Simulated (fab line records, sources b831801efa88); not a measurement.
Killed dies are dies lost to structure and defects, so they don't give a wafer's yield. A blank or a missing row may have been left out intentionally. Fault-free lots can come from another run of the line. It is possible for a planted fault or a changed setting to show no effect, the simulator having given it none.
fab line records    flow sky130
record lots=14  wafers=42  last_day=50
route steps=708 shown GATE_OXIDE@200 POLY_GATE@232 LDD_N@248 LDD_HVN@274
lots that met no fault: taken from a fault-free run of the same line
start_h: hours from the record's opening day to when the first of the lot's shown wafers began    wait_h: time in hours since the lot's previous step    " same as the row above    L1.1+2: several wafers, shown together as one row    - value missing, or start not given    * or withheld: withheld    < > ~ a bound
route shown NAME@n: a module of which the file shows steps, and the number in the route of the first    usual: average and standard deviation across the fault-free wafers    same: alike in all rows    chamber/n: place in a boat    sites: readings site by site    _std_site: how widely they spread, as a standard deviation    _edge_site: inner sites' mean taken away from outer sites' mean    radius_mm: how far each site lies from the wafer's centre    mask NAME#n: copy n    behind: the most recent tool/chamber to have shaped the wafer    hold: why the lot was held/for how many hours/how that ended    device: the transistor (n, p or np) that didn't switch    end of line: the route-end tests of the same wafers    step lacking rows: just its recipe    killed: count of dies lost to structure and defects at first sort (not the wafer's yield)    map: a wafer's dies, marking killed ones x, the rest . and places with no die _
set.NAME: the run value of the setting; set.NAME@STEP: its run value at that earlier step    model.NAME: the simulator's own value behind a step, which no gauge read
the route's steps for a sample of lots (tables are steps, rows are wafers)
services: from which hour (start_h, from the record's first day; less than 0 if before it) a tool's chamber was out of use, for how many hours, and why
## steps
# step SKY_GATE_OXIDE_STRIP_13
# recipe chemistry=O2/N2  power_w=1400  pressure_mtorr=1500  platen_temp_c=withheld  o2_flow_sccm=3000  n2_flow_sccm=300  overash_fraction=0.5
# usual chamber_pressure_mTorr=1499.9/1.4  drypump_motor_current_A=5.7/0.39  o2_flow_sccm=3001/10  oes_product_au=0.715/0.0047  strip_time_to_endpoint_s=14.19/0.039
lot.wafer  tool             chamber  start_h  wait_h  chamber_pressure_mTorr  drypump_motor_current_A  o2_flow_sccm  oes_product_au  rf_hours_counter_h  strip_time_to_endpoint_s
L337.1     plasma_asher-02  0        307.43   0.0     1499.7                  5.8                      2990          0.710           60                  14.24
L337.2     "                1        "        "       1502.7                  5.9                      3000          0.714           60                  14.20
L337.5     "                0        "        "       1499.5                  5.8                      3004          0.712           -                   14.24
L338.2     plasma_asher-02  1        316.66   0.0     1500.0                  5.9                      2996          0.717           61                  14.21
L338.3     "                1        "        "       1499.2                  5.9                      3002          0.723           -                   14.20
L338.6     "                0        "        "       1501.7                  5.8                      2998          0.712           -                   14.21
L339.1     plasma_asher-02  1        321.58   0.0     1500.6                  5.9                      3001          0.713           61                  14.16
L339.5     "                1        "        "       1499.4                  5.9                      2995          0.718           -                   14.17
L339.6     "                0        "        "       1498.8                  5.8                      3012          0.710           -                   14.21
L343.1     plasma_asher-04  1        375.50   0.0     1499.2                  5.0                      2999          0.714           25                  14.19
L343.3     "                1        "        "       1500.4                  5.0                      3001          0.716           -                   14.19
L343.5     "                1        "        "       1500.1                  5.0                      2985          0.718           -                   14.18
L345.1     plasma_asher-01  0        389.66   0.0     1501.4                  5.3                      3014          0.723           70                  14.21
L345.3     "                1        "        "       1498.8                  6.0                      3018          0.719           -                   14.19
L345.6     "                1        "        "       1501.4                  6.0                      2995          0.714           -                   14.15
L346.1     plasma_asher-02  1        391.51   0.0     1499.3                  5.9                      2998          0.725           68                  14.15
L346.5     "                1        "        "       1501.1                  5.9                      3010          0.708           -                   14.21
L346.6     "                0        "        "       1500.5                  5.8                      3017          0.711           -                   14.20
L344.1     plasma_asher-01  1        392.73   0.0     1501.7                  6.0                      2988          0.712           70                  14.24
L344.2     "                0        "        "       1500.6                  5.3                      3010          0.713           70                  14.19
L344.4     "                1        "        "       1499.3                  5.9                      3001          0.713           -                   14.26
L348.1     plasma_asher-01  1        408.08   0.0     1501.7                  6.0                      3011          0.702           72                  14.19
L348.2     "                0        "        "       1498.8                  5.3                      3010          0.722           72                  14.20
L348.3     "                0        "        "       1497.2                  5.3                      3012          0.716           -                   14.17
L351.1     plasma_asher-01  0        430.06   0.0     1497.9                  5.3                      3007          0.720           74                  14.12
L351.2     "                1        "        "       1499.7                  5.9                      2999          0.723           74                  14.12
L351.5     "                0        "        "       1502.3                  5.3                      2989          0.719           -                   14.15
L353.1     plasma_asher-01  1        452.83   0.0     1498.3                  6.0                      2987          0.709           76                  14.22
L353.2     "                0        "        "       1498.8                  5.3                      2991          0.720           76                  14.20
L353.4     "                1        "        "       1497.2                  6.0                      2980          0.718           -                   14.18
L355.2     plasma_asher-04  1        467.21   0.0     1499.5                  5.0                      3012          0.711           34                  14.19
L355.3     "                0        "        "       1500.4                  6.2                      2983          0.711           -                   14.20
L355.4     "                1        "        "       1499.9                  5.0                      3014          0.701           -                   14.24
L356.3     plasma_asher-01  1        471.71   0.0     1499.8                  6.0                      3003          0.715           -                   14.16
L356.4     "                0        "        "       1498.1                  5.3                      3007          0.707           -                   14.18
L356.5     "                0        "        "       1496.8                  5.3                      2997          0.715           -                   14.21
L357.1     plasma_asher-01  0        478.62   0.0     1499.4                  5.3                      3005          0.719           79                  14.16
L357.2     "                1        "        "       1498.5                  5.9                      2998          0.712           79                  14.14
L357.3     "                0        "        "       1498.6                  5.3                      3002          0.711           -                   14.20
L360.3     plasma_asher-02  0        501.70   0.0     1500.2                  5.8                      3000          0.719           -                   14.17
L360.4     "                1        "        "       1502.1                  5.9                      3007          0.722           -                   14.13
L360.6     "                1        "        "       1500.1                  5.9                      3001          0.712           -                   14.14
# step SKY_POLY_GATE_STRIP_18
# recipe chemistry=O2/N2  power_w=1400  pressure_mtorr=1500  platen_temp_c=withheld  o2_flow_sccm=3000  n2_flow_sccm=300  overash_fraction=0.5
# usual chamber_pressure_mTorr=1500.0/1.4  drypump_motor_current_A=5.6/0.46  o2_flow_sccm=3001/9.8  oes_product_au=0.360/0.0049  strip_time_to_endpoint_s=3.15/0.031
lot.wafer  tool             chamber  start_h  wait_h  chamber_pressure_mTorr  drypump_motor_current_A  o2_flow_sccm  oes_product_au  rf_hours_counter_h  strip_time_to_endpoint_s
L337.1     plasma_asher-02  1        369.50   0.0     1502.0                  5.9                      3009          0.354           66                  3.15
L337.2     "                0        "        "       1497.7                  5.8                      2981          0.363           66                  3.17
L337.5     "                0        "        "       1500.4                  5.8                      2992          0.360           -                   3.14
L338.2     plasma_asher-03  0        376.53   0.0     1498.5                  4.9                      3007          0.367           56                  3.14
L338.3     "                0        "        "       1501.0                  4.8                      3010          0.367           -                   3.21
L338.6     "                1        "        "       1500.8                  6.1                      2998          0.367           -                   3.21
L339.1     plasma_asher-03  0        383.75   0.0     1500.7                  4.8                      3020          0.355           56                  3.11
L339.5     "                1        "        "       1498.6                  6.1                      2988          0.354           -                   3.11
L339.6     "                0        "        "       1501.5                  4.9                      2999          0.356           -                   3.12
L343.1     plasma_asher-02  1        442.88   0.0     1501.4                  5.9                      2984          0.367           1                   3.15
L343.3     "                1        "        "       1500.1                  5.9                      2977          0.361           -                   3.16
L343.5     "                1        "        "       1502.4                  5.9                      2996          0.365           -                   3.19
L345.1     plasma_asher-03  0        456.73   0.0     1499.6                  4.9                      3006          0.353           64                  3.18
L345.3     "                0        "        "       1501.8                  4.8                      3007          0.356           -                   3.10
L345.6     "                0        "        "       1500.4                  4.9                      3016          0.355           -                   3.11
L346.1     plasma_asher-03  1        459.55   0.0     1498.4                  6.1                      3015          0.356           64                  3.17
L346.5     "                1        "        "       1500.2                  6.1                      2993          0.359           -                   3.17
L346.6     "                0        "        "       1499.0                  4.9                      3004          0.363           -                   3.17
L344.1     plasma_asher-02  0        462.49   0.0     1500.4                  5.8                      3002          0.360           3                   3.14
L344.2     "                1        "        "       1499.6                  5.9                      2998          0.358           3                   3.09
L344.4     "                0        "        "       1501.0                  5.8                      3020          0.359           -                   3.08
L348.1     plasma_asher-02  0        474.90   0.0     1498.9                  5.8                      2997          0.359           4                   3.17
L348.2     "                1        "        "       1499.1                  5.9                      2989          0.359           4                   3.13
L348.3     "                1        "        "       1500.4                  5.9                      2995          0.366           -                   3.19
L351.1     plasma_asher-01  1        499.75   0.0     1499.7                  6.0                      2998          0.355           81                  3.18
L351.2     "                0        "        "       1497.0                  5.3                      2993          0.363           81                  3.21
L351.5     "                0        "        "       1500.6                  5.3                      2996          0.364           -                   3.15
L353.1     plasma_asher-01  0        520.40   0.0     1500.6                  5.3                      2989          0.366           83                  3.18
L353.2     "                1        "        "       1501.6                  5.9                      2987          0.362           83                  3.19
L353.4     "                1        "        "       1498.3                  5.9                      2985          0.366           -                   3.16
L355.2     plasma_asher-03  1        534.08   0.0     1499.9                  6.1                      3002          0.364           72                  3.15
L355.3     "                1        "        "       1499.9                  6.1                      3005          0.349           -                   3.13
L355.4     "                0        "        "       1497.2                  4.8                      3010          0.357           -                   3.09
L356.3     plasma_asher-03  1        538.41   0.1     1500.2                  6.1                      3008          0.366           -                   3.15
L356.4     "                0        "        "       1498.2                  4.9                      3005          0.359           -                   3.16
L356.5     "                1        "        "       1503.5                  6.1                      2996          0.353           -                   3.16
L357.1     plasma_asher-03  0        545.73   0.0     1501.6                  4.8                      3005          0.356           74                  3.15
L357.2     "                1        "        "       1498.3                  6.1                      3005          0.361           74                  3.18
L357.3     "                0        "        "       1501.3                  4.8                      3004          0.356           -                   3.17
L360.3     plasma_asher-02  0        568.82   0.1     1501.2                  5.8                      2991          0.360           -                   3.19
L360.4     "                1        "        "       1498.8                  5.9                      3011          0.364           -                   3.17
L360.6     "                0        "        "       1499.3                  5.8                      2994          0.361           -                   3.15
# step SKY_LDD_N_IMPLANT_11
# recipe species=As  energy_kev=20  dose_cm2=7.5e+13  tilt_deg=withheld  rotation_deg=293
# usual beam_energy_keV=20.000/0.0067  beam_on_s=10.13/0.26
lot.wafer  tool          chamber  start_h  wait_h  beam_energy_keV  beam_on_s
L337.1     implanter-03  0        400.55   0.1     20.008           9.87
L337.2     "             0        "        "       19.990           9.96
L337.5     "             0        "        "       20.002           9.91
L338.2     implanter-04  0        410.17   0.1     20.003           10.04
L338.3     "             0        "        "       19.999           10.39
L338.6     "             0        "        "       19.997           9.89
L339.1     implanter-04  0        415.83   0.1     20.000           10.20
L339.5     "             0        "        "       20.012           10.47
L339.6     "             0        "        "       20.000           10.44
L343.1     implanter-04  0        475.51   0.1     20.009           10.50
L343.3     "             0        "        "       20.007           9.85
L343.5     "             0        "        "       20.011           10.44
L345.1     implanter-01  0        489.76   0.1     20.002           10.04
L345.3     "             0        "        "       20.002           10.15
L345.6     "             0        "        "       20.003           10.10
L346.1     implanter-01  0        492.57   0.1     20.004           9.86
L346.5     "             0        "        "       20.001           10.21
L346.6     "             0        "        "       20.001           9.97
L344.1     implanter-01  0        495.62   0.1     19.990           9.86
L344.2     "             0        "        "       19.995           9.70
L344.4     "             0        "        "       19.997           9.77
L348.1     implanter-01  0        507.95   0.1     20.003           9.90
L348.2     "             0        "        "       20.007           10.44
L348.3     "             0        "        "       19.994           9.79
L351.1     implanter-04  0        532.31   0.1     19.995           10.60
L351.2     "             0        "        "       19.990           10.58
L351.5     "             0        "        "       19.997           10.31
L353.1     implanter-01  0        552.26   0.1     20.005           10.10
L353.2     "             0        "        "       19.997           9.66
L353.4     "             0        "        "       20.004           9.83
L355.2     implanter-04  -        565.77   0.1     -                -
L355.3     "             -        "        "       -                -
L355.4     "             -        "        "       -                -
L356.3     implanter-01  -        571.36   0.1     -                -
L356.4     "             -        "        "       -                -
L356.5     "             -        "        "       -                -
L357.1     implanter-03  0        577.36   0.1     19.990           10.20
L357.2     "             0        "        "       19.996           9.91
L357.3     "             0        "        "       19.997           10.07
L360.3     implanter-04  0        600.45   0.1     19.999           10.50
L360.4     "             0        "        "       19.990           10.37
L360.6     "             0        "        "       19.994           10.64
# step SKY_LDD_N_STRIP_16
# recipe chemistry=O2/N2  power_w=1400  pressure_mtorr=1500  platen_temp_c=withheld  o2_flow_sccm=3000  n2_flow_sccm=300  overash_fraction=0.5
# usual chamber_pressure_mTorr=1500.1/1.3  drypump_motor_current_A=5.6/0.52  o2_flow_sccm=2999/9  oes_product_au=0.407/0.0049  strip_time_to_endpoint_s=4.317/0.013
lot.wafer  tool             chamber  start_h  wait_h  chamber_pressure_mTorr  drypump_motor_current_A  o2_flow_sccm  oes_product_au  rf_hours_counter_h  strip_time_to_endpoint_s
L337.1     plasma_asher-01  0        401.30   0.1     1496.3                  5.3                      3022          0.412           71                  4.330
L337.2     "                1        "        "       1499.9                  6.0                      3005          0.399           71                  4.315
L337.5     "                0        "        "       1500.0                  5.3                      3010          0.409           -                   4.324
L338.2     plasma_asher-04  0        410.90   0.1     1501.9                  6.2                      3005          0.407           29                  4.328
L338.3     "                1        "        "       1499.7                  5.0                      2995          0.416           -                   4.337
L338.6     "                0        "        "       1500.6                  6.2                      3019          0.404           -                   4.292
L339.1     plasma_asher-01  0        416.58   0.1     1500.3                  5.3                      2992          0.410           73                  4.310
L339.5     "                1        "        "       1499.6                  6.0                      2998          0.405           -                   4.318
L339.6     "                0        "        "       1500.4                  5.3                      2993          0.412           -                   4.317
L343.1     plasma_asher-04  0        476.26   0.1     1501.6                  6.2                      2986          0.402           35                  4.325
L343.3     "                1        "        "       1501.6                  5.0                      2998          0.415           -                   4.321
L343.5     "                1        "        "       1499.3                  5.0                      2995          0.405           -                   4.345
L345.1     plasma_asher-04  0        490.51   0.1     1500.9                  6.2                      2997          0.407           37                  4.305
L345.3     "                1        "        "       1499.6                  5.0                      2992          0.408           -                   4.298
L345.6     "                0        "        "       1497.7                  6.2                      3014          0.401           -                   4.299
L346.1     plasma_asher-03  0        493.32   0.1     1500.6                  4.9                      3010          0.398           68                  4.324
L346.5     "                1        "        "       1500.1                  6.1                      3004          0.400           -                   4.327
L346.6     "                0        "        "       1502.2                  4.9                      3005          0.406           -                   4.341
L344.1     plasma_asher-01  1        496.37   0.1     1498.1                  5.9                      3009          0.404           80                  4.326
L344.2     "                0        "        "       1498.4                  5.3                      2986          0.410           80                  4.332
L344.4     "                1        "        "       1499.5                  5.9                      3016          0.399           -                   4.320
L348.1     plasma_asher-03  1        508.70   0.1     1500.9                  6.1                      3006          0.399           69                  4.325
L348.2     "                0        "        "       1501.4                  4.9                      2993          0.407           69                  4.324
L348.3     "                1        "        "       1502.2                  6.1                      2998          0.414           -                   4.312
L351.1     plasma_asher-01  1        533.06   0.1     1498.0                  5.9                      2985          0.410           84                  4.311
L351.2     "                0        "        "       1498.1                  5.3                      3002          0.404           84                  4.298
L351.5     "                1        "        "       1500.3                  5.9                      2991          0.409           -                   4.311
L353.1     plasma_asher-01  1        553.01   0.1     1498.7                  5.9                      2995          0.411           87                  4.320
L353.2     "                0        "        "       1499.9                  5.3                      2990          0.410           87                  4.321
L353.4     "                1        "        "       1500.4                  5.9                      2997          0.403           -                   4.318
L355.2     plasma_asher-01  0        566.50   0.1     1501.3                  5.4                      2996          0.406           88                  4.160
L355.3     "                1        "        "       1502.2                  6.0                      2998          0.408           -                   4.141
L355.4     "                0        "        "       1498.4                  5.3                      2989          0.410           -                   4.135
L356.3     plasma_asher-04  1        572.09   0.1     1498.1                  5.0                      2984          0.415           -                   4.146
L356.4     "                0        "        "       1499.4                  6.2                      3004          0.401           -                   4.155
L356.5     "                0        "        "       1498.8                  6.2                      3005          0.407           -                   4.131
L357.1     plasma_asher-03  0        578.11   0.1     1500.6                  4.8                      3011          0.402           77                  4.301
L357.2     "                1        "        "       1499.3                  6.1                      3005          0.404           77                  4.305
L357.3     "                0        "        "       1498.1                  4.8                      2995          0.415           -                   4.304
L360.3     plasma_asher-04  1        601.18   0.1     1497.4                  5.0                      2992          0.403           -                   4.305
L360.4     "                0        "        "       1500.3                  6.2                      3008          0.402           -                   4.326
L360.6     "                0        "        "       1497.9                  6.2                      2996          0.399           -                   4.317
# step SKY_LDD_N_TW_MEAS_17
# usual LDD_N_TW=2574/17
lot.wafer  tool           chamber  start_h  wait_h  LDD_N_TW
L337.1     film_metro-03  -        401.40   0.1     2587
L337.2     "              -        "        "       2578
L337.5     "              -        "        "       2588
L338.2     film_metro-01  -        411.01   0.1     2566
L338.3     "              -        "        "       2570
L338.6     "              -        "        "       2563
L339.1     film_metro-04  -        416.68   0.1     2605
L339.5     "              -        "        "       2588
L339.6     "              -        "        "       2611
L343.1     film_metro-01  -        476.36   0.1     2556
L343.3     "              -        "        "       2564
L343.5     "              -        "        "       2575
L345.1     film_metro-03  -        490.61   0.1     2536
L345.3     "              -        "        "       2550
L345.6     "              -        "        "       2544
L346.1     film_metro-01  -        493.42   0.1     2572
L346.5     "              -        "        "       2576
L346.6     "              -        "        "       2574
L344.1     film_metro-01  -        496.47   0.1     2566
L344.2     "              -        "        "       2568
L344.4     "              -        "        "       2578
L348.1     film_metro-01  -        508.80   0.1     2574
L348.2     "              -        "        "       2566
L348.3     "              -        "        "       2577
L351.1     film_metro-04  -        533.16   0.1     2587
L351.2     "              -        "        "       2582
L351.5     "              -        "        "       2589
L353.1     film_metro-03  -        553.11   0.1     2550
L353.2     "              -        "        "       2557
L353.4     "              -        "        "       2562
L355.2     film_metro-04  -        566.61   0.1     2451
L355.3     "              -        "        "       2441
L355.4     "              -        "        "       2446
L356.3     film_metro-04  -        572.18   0.1     2448
L356.4     "              -        "        "       2447
L356.5     "              -        "        "       2434
L357.1     film_metro-01  -        578.21   0.1     2556
L357.2     "              -        "        "       2572
L357.3     "              -        "        "       2578
L360.3     film_metro-03  -        601.27   0.1     2581
L360.4     "              -        "        "       2571
L360.6     "              -        "        "       2562
# step SKY_LDD_HVN_OVL_MEAS_07
# usual LDD_HVN_OVL=0.1/1.3
lot.wafer  tool        chamber  start_h  wait_h  LDD_HVN_OVL[nm]
L337.1     overlay-02  -        461.58   0.1     0.4
L337.2     "           -        "        "       0.7
L337.5     "           -        "        "       2.2
L338.2     overlay-02  -        471.94   0.1     0.2
L338.3     "           -        "        "       0.3
L338.6     "           -        "        "       1.5
L339.1     overlay-02  -        477.69   0.1     -2.7
L339.5     "           -        "        "       -2.9
L339.6     "           -        "        "       0.5
L343.1     overlay-01  -        537.32   0.1     2.1
L343.3     "           -        "        "       1.2
L343.5     "           -        "        "       2.3
L345.1     overlay-02  -        551.17   0.1     -1.5
L345.3     "           -        "        "       -0.5
L345.6     "           -        "        "       -0.7
L346.1     overlay-02  -        553.74   0.1     -2.2
L346.5     "           -        "        "       -1.1
L346.6     "           -        "        "       -1.2
L344.1     overlay-02  -        557.29   0.1     0.7
L344.2     "           -        "        "       -1.1
L344.4     "           -        "        "       0.3
L348.1     overlay-02  -        568.99   0.1     -0.8
L348.2     "           -        "        "       0.1
L348.3     "           -        "        "       -0.6
L351.1     overlay-01  -        591.82   0.1     -0.2
L351.2     "           -        "        "       1.8
L351.5     "           -        "        "       2.0
L353.1     overlay-02  -        612.42   0.1     0.0
L353.2     "           -        "        "       0.1
L353.4     "           -        "        "       0.8
L357.1     overlay-02  -        636.19   0.1     1.2
L357.2     "           -        "        "       -1.2
L357.3     "           -        "        "       -0.5
L360.3     overlay-02  -        659.04   0.1     0.4
L360.4     "           -        "        "       -1.4
L360.6     "           -        "        "       -0.8
## services
tool             chamber  start_h  hours  kind
implanter-03     -        283.45   3.7    repair
plasma_asher-01  -        303.03   1.1    repair
implanter-04     -        313.57   3.3    repair
implanter-03     -        330.61   2.2    repair
plasma_asher-02  -        332.98   3.5    repair
plasma_asher-03  -        345.43   14.6   pm
implanter-03     -        345.63   3.9    repair
plasma_asher-02  -        352.09   2.6    repair
implanter-01     -        408.94   1.4    repair
plasma_asher-02  -        421.25   9.0    pm
plasma_asher-02  0        421.25   9.0    vent_cycle
plasma_asher-02  1        421.25   9.0    vent_cycle
plasma_asher-02  0        430.25   -      clean
plasma_asher-02  1        430.25   -      clean
plasma_asher-04  -        505.68   3.7    repair
plasma_asher-04  -        535.30   12.7   repair
implanter-03     -        550.34   4.4    pm
implanter-04     -        592.75   2.4    repair
## key
first_sign step=SKY_LDD_N_IMPLANT_11  reading=tool_record  direction=missing
effect step=SKY_LDD_N_STRIP_16  reading=strip_time_to_endpoint_s  direction=down  sigmas=13  usual=*  struck=*
effect step=SKY_LDD_N_TW_MEAS_17  reading=LDD_N_TW  direction=down  sigmas=7.7  usual=2574  struck=2445
met_at SKY_LDD_N_IMPLANT_11
struck_lots L355,L356
later_rows_left_out L355.2,L355.3,L355.4,L356.3,L356.4,L356.5
sort_left_out L355.2,L355.3,L355.4,L356.3,L356.4,L356.5
tester_left_out L355,L356
not_acting_at SKY_GATE_OXIDE_STRIP_13,SKY_POLY_GATE_STRIP_18,SKY_LDD_HVN_OVL_MEAS_07
onset_between 552.26 565.77
fault kind=skipped_step_whole  tool=implanter-01,implanter-04  chamber=-  onset_h=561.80  steps=SKY_LDD_N_IMPLANT_11  scope=struck_lots_only
# tester_left_out: of these lots the tester's yield and bins aren't shown, on N5 and GAA mostly nor the transistor test; their killed dies are dies lost to structure and defects alone, not to doping, threshold or leakage, so they don't give the yield
# sort_left_out: the simulated sort isn't trusted on such a fault, so these wafers' sort isn't shown, and their yield isn't known
# later_rows_left_out: the simulator's readings of these wafers behind a module that went badly wrong aren't trusted and aren't shown, but for the sort
